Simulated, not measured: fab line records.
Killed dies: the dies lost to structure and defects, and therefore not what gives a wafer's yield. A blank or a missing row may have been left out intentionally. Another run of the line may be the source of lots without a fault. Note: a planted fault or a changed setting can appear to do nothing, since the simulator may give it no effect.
Which tool was responsible? / flow sky130 / 11 lots with 33 wafers sampled at 5 steps, on a route of 708 steps

## WHAT THE GAUGES READ, wafer by wafer
SKY_LDD_N_OVL_MEAS_07.
lot=L778; measured=day 17 21:37; on=overlay-02; LDD_N_OVL (nm)=1.9 1.8 0.5
lot=L779; measured=day 18 05:32; on=overlay-02; LDD_N_OVL (nm)=1.2 0.0 1.4
lot=L781; measured=day 18 19:51; on=overlay-01; LDD_N_OVL (nm)=2.7 2.6 2.5
lot=L789; measured=day 21 20:55; on=overlay-01; LDD_N_OVL (nm)=4.1 1.7 1.0
lot=L790; measured=day 22 08:58; on=overlay-02; LDD_N_OVL (nm)=0.3 -0.8 1.3
lot=L795; measured=day 24 00:53; on=overlay-01; LDD_N_OVL (nm)=2.8 3.0 2.5
lot=L796; measured=day 24 11:39; on=overlay-02; LDD_N_OVL (nm)=-0.2 1.8 0.1
lot=L797; measured=day 24 21:35; on=overlay-02; LDD_N_OVL (nm)=-0.6 0.2 0.5
lot=L798; measured=day 24 23:59; on=overlay-02; LDD_N_OVL (nm)=0.8 0.2 1.5
lot=L799; measured=day 25 09:43; on=overlay-02; LDD_N_OVL (nm)=0.9 1.0 1.6
lot=L800; measured=day 25 20:49; on=overlay-02; LDD_N_OVL (nm)=-0.3 0.4 0.9

SKY_LDD_HVP_TW_MEAS_10.
lot=L778; measured=day 21 19:02; on=film metro-03; LDD_HVP_TW=451 451 449
lot=L779; measured=day 22 03:33; on=film metro-03; LDD_HVP_TW=455 451 451
lot=L781; measured=day 22 18:59; on=film metro-03; LDD_HVP_TW=452 451 450
lot=L789; measured=day 25 15:58; on=film metro-01; LDD_HVP_TW=482 484 482 481 480 482
lot=L790; measured=day 26 03:06; on=film metro-01; LDD_HVP_TW=478 478 477 481 481 477
lot=L795; measured=day 27 17:11; on=film metro-04; LDD_HVP_TW=464 462 462
lot=L796; measured=day 28 07:25; on=film metro-03; LDD_HVP_TW=456 457 456
lot=L797; measured=day 28 11:35; on=film metro-01; LDD_HVP_TW=457 458 455
lot=L798; measured=day 28 14:02; on=film metro-01; LDD_HVP_TW=459 457 459
lot=L799; measured=day 29 00:08; on=film metro-03; LDD_HVP_TW=450 454 453
lot=L800; measured=day 29 10:28; on=film metro-04; LDD_HVP_TW=465 464 465

## WHICH TOOL RAN EACH LOT (tool, then ch and the chambers of the sampled wafers, then the start)
lot=L778; SKY_RES_PROTECT_STRIP_07=plasma asher-02 ch 0,1, day 15 07:12; SKY_POLY_GATE_ETCH_15=rie diel-01 ch 0,2,3, day 16 13:49; SKY_LDD_HVP_IMPLANT_08=implanter-03 ch 0, day 21 18:47
lot=L779; SKY_RES_PROTECT_STRIP_07=plasma asher-02 ch 0,1, day 15 15:28; SKY_POLY_GATE_ETCH_15=rie diel-04 ch 0,2, day 16 20:45; SKY_LDD_HVP_IMPLANT_08=implanter-02 ch 0, day 22 03:18
lot=L781; SKY_RES_PROTECT_STRIP_07=plasma asher-02 ch 0,1, day 16 05:10; SKY_POLY_GATE_ETCH_15=rie diel-01 ch 0,3, day 17 11:28; SKY_LDD_HVP_IMPLANT_08=implanter-02 ch 0, day 22 18:46
lot=L789; SKY_RES_PROTECT_STRIP_07=plasma asher-01 ch 0,1, day 19 01:05; SKY_POLY_GATE_ETCH_15=rie diel-04 ch 0,1,2, day 20 12:21; SKY_LDD_HVP_IMPLANT_08=implanter-03 ch 0, day 25 15:44
lot=L790; SKY_RES_PROTECT_STRIP_07=plasma asher-01 ch 1, day 19 15:44; SKY_POLY_GATE_ETCH_15=rie diel-01 ch 0,3, day 21 01:28; SKY_LDD_HVP_IMPLANT_08=implanter-03 ch 0, day 26 02:52
lot=L795; SKY_RES_PROTECT_STRIP_07=plasma asher-04 ch 0,1, day 21 08:49; SKY_POLY_GATE_ETCH_15=rie diel-03 ch 1,2, day 22 17:48; SKY_LDD_HVP_IMPLANT_08=implanter-04 ch 0, day 27 16:56
lot=L796; SKY_RES_PROTECT_STRIP_07=plasma asher-04 ch 0,1, day 21 19:12; SKY_POLY_GATE_ETCH_15=rie diel-01 ch 1,2,3, day 23 04:37; SKY_LDD_HVP_IMPLANT_08=implanter-04 ch 0, day 28 07:10
lot=L797; SKY_RES_PROTECT_STRIP_07=plasma asher-04 ch 0,1, day 22 06:33; SKY_POLY_GATE_ETCH_15=rie diel-01 ch 1,3, day 23 14:34; SKY_LDD_HVP_IMPLANT_08=implanter-02 ch 0, day 28 11:20
lot=L798; SKY_RES_PROTECT_STRIP_07=plasma asher-04 ch 0,1, day 22 07:55; SKY_POLY_GATE_ETCH_15=rie diel-01 ch 0,1,2, day 23 16:31; SKY_LDD_HVP_IMPLANT_08=implanter-02 ch 0, day 28 13:47
lot=L799; SKY_RES_PROTECT_STRIP_07=plasma asher-01 ch 0,1, day 22 19:17; SKY_POLY_GATE_ETCH_15=rie diel-01 ch 2,3, day 24 02:51; SKY_LDD_HVP_IMPLANT_08=implanter-02 ch 0, day 28 23:54
lot=L800; SKY_RES_PROTECT_STRIP_07=plasma asher-02 ch 0, day 23 06:24; SKY_POLY_GATE_ETCH_15=rie diel-04 ch 0,1,3, day 24 13:43; SKY_LDD_HVP_IMPLANT_08=implanter-03 ch 0, day 29 10:13
- SKY_RES_PROTECT_STRIP_07: strips in O2/N2.
- SKY_POLY_GATE_ETCH_15: etches BARC in N2/H2, stops on SiO2, time 118.5 s, target depth 110 nm.
- SKY_LDD_HVP_IMPLANT_08

## AS READ BY THE TOOLS THEMSELVES (means over the sampled wafers that have a number; for cases with no such wafer, the mark the record gives instead)
SKY_RES_PROTECT_STRIP_07.
lot=L778; tool=plasma asher-02; drypump motor current A (A)=5.3; oes product au (a.u.)=0.519; strip time to endpoint s (s)=23.28
lot=L779; tool=plasma asher-02; drypump motor current A (A)=5.4; oes product au (a.u.)=0.519; strip time to endpoint s (s)=23.23
lot=L781; tool=plasma asher-02; drypump motor current A (A)=5.4; oes product au (a.u.)=0.517; strip time to endpoint s (s)=23.28
lot=L789; tool=plasma asher-01; drypump motor current A (A)=6.0; oes product au (a.u.)=0.520; strip time to endpoint s (s)=23.29
lot=L790; tool=plasma asher-01; drypump motor current A (A)=6.5; oes product au (a.u.)=0.518; strip time to endpoint s (s)=23.29
lot=L795; tool=plasma asher-04; drypump motor current A (A)=5.6; oes product au (a.u.)=0.519; strip time to endpoint s (s)=23.35
lot=L796; tool=plasma asher-04; drypump motor current A (A)=5.6; oes product au (a.u.)=0.517; strip time to endpoint s (s)=23.30
lot=L797; tool=plasma asher-04; drypump motor current A (A)=5.5; oes product au (a.u.)=0.521; strip time to endpoint s (s)=23.24
lot=L798; tool=plasma asher-04; drypump motor current A (A)=5.6; oes product au (a.u.)=0.516; strip time to endpoint s (s)=23.28
lot=L799; tool=plasma asher-01; drypump motor current A (A)=6.0; oes product au (a.u.)=0.517; strip time to endpoint s (s)=23.25
lot=L800; tool=plasma asher-02; drypump motor current A (A)=5.2; oes product au (a.u.)=0.516; strip time to endpoint s (s)=23.26

SKY_POLY_GATE_ETCH_15.
lot=L778; tool=rie diel-01; bias w (W)=100.18; drypump motor current A (A)=6.0; h2 flow sccm (sccm)=200.0; oes product au (a.u.)=0.714; throttle valve pct (%)=13.214
lot=L779; tool=rie diel-04; bias w (W)=100.02; drypump motor current A (A)=5.8; h2 flow sccm (sccm)=199.9; oes product au (a.u.)=0.716; throttle valve pct (%)=13.214
lot=L781; tool=rie diel-01; bias w (W)=99.97; drypump motor current A (A)=6.3; h2 flow sccm (sccm)=199.8; oes product au (a.u.)=0.714; throttle valve pct (%)=13.213
lot=L789; tool=rie diel-04; bias w (W)=99.65; drypump motor current A (A)=5.6; h2 flow sccm (sccm)=200.0; oes product au (a.u.)=0.720; throttle valve pct (%)=13.221
lot=L790; tool=rie diel-01; bias w (W)=100.20; drypump motor current A (A)=6.0; h2 flow sccm (sccm)=199.7; oes product au (a.u.)=0.717; throttle valve pct (%)=13.211
lot=L795; tool=rie diel-03; bias w (W)=99.84; drypump motor current A (A)=5.4; h2 flow sccm (sccm)=200.1; oes product au (a.u.)=0.715; throttle valve pct (%)=13.209
lot=L796; tool=rie diel-01; bias w (W)=99.76; drypump motor current A (A)=6.1; h2 flow sccm (sccm)=199.6; oes product au (a.u.)=0.708; throttle valve pct (%)=13.219
lot=L797; tool=rie diel-01; bias w (W)=99.92; drypump motor current A (A)=6.4; h2 flow sccm (sccm)=199.7; oes product au (a.u.)=0.714; throttle valve pct (%)=13.209
lot=L798; tool=rie diel-01; bias w (W)=100.12; drypump motor current A (A)=5.9; h2 flow sccm (sccm)=199.7; oes product au (a.u.)=0.716; throttle valve pct (%)=13.211
lot=L799; tool=rie diel-01; bias w (W)=99.80; drypump motor current A (A)=6.2; h2 flow sccm (sccm)=199.6; oes product au (a.u.)=0.720; throttle valve pct (%)=13.212
lot=L800; tool=rie diel-04; bias w (W)=100.04; drypump motor current A (A)=5.4; h2 flow sccm (sccm)=200.2; oes product au (a.u.)=0.715; throttle valve pct (%)=13.221

SKY_LDD_HVP_IMPLANT_08.
lot=L778; tool=implanter-03; beam energy keV=20.002
lot=L779; tool=implanter-02; beam energy keV=19.995
lot=L781; tool=implanter-02; beam energy keV=19.995
lot=L789; tool=implanter-03; beam energy keV=25.268
lot=L790; tool=implanter-03; beam energy keV=25.281
lot=L795; tool=implanter-04; beam energy keV=20.000
lot=L796; tool=implanter-04; beam energy keV=19.994
lot=L797; tool=implanter-02; beam energy keV=20.001
lot=L798; tool=implanter-02; beam energy keV=20.002
lot=L799; tool=implanter-02; beam energy keV=19.997
lot=L800; tool=implanter-03; beam energy keV=20.003

## THE ANSWER, worked out from the rows above alone
Rule: the lots themselves supply what counts as usual. The widest of any qualifying gaps counts: lots, ordered by their means at a reading, are off when they make up no more than a third of the lots, leave a main group of 4 or more, and stand apart from it by 3 or more times the standard deviation of that group's means. The tables above print the reading to a certain number of digits; a main group whose means all agree to those digits is not used. Also off: a lot with no number at a reading for which 4 or more lots have one. The other lots that the step has rows for count as sound. After the gauges, taken in route order, come the tools' own readings; for these a lot's mean is taken, as printed above. At the first step where some lot is off, the reading lying furthest off is the one used; lots without a number count as furthest.
Off: L789, L790 (SKY_LDD_HVP_IMPLANT_08, beam energy keV). The main group has a mean of 19.999 with a standard deviation of 0.0033.
A tool fits if, at that step or a process step before it, it ran every lot that is off, and no sound lot after the first of them. None of those tried fits.

## WHAT HAD BEEN PUT IN BY THE SIMULATOR
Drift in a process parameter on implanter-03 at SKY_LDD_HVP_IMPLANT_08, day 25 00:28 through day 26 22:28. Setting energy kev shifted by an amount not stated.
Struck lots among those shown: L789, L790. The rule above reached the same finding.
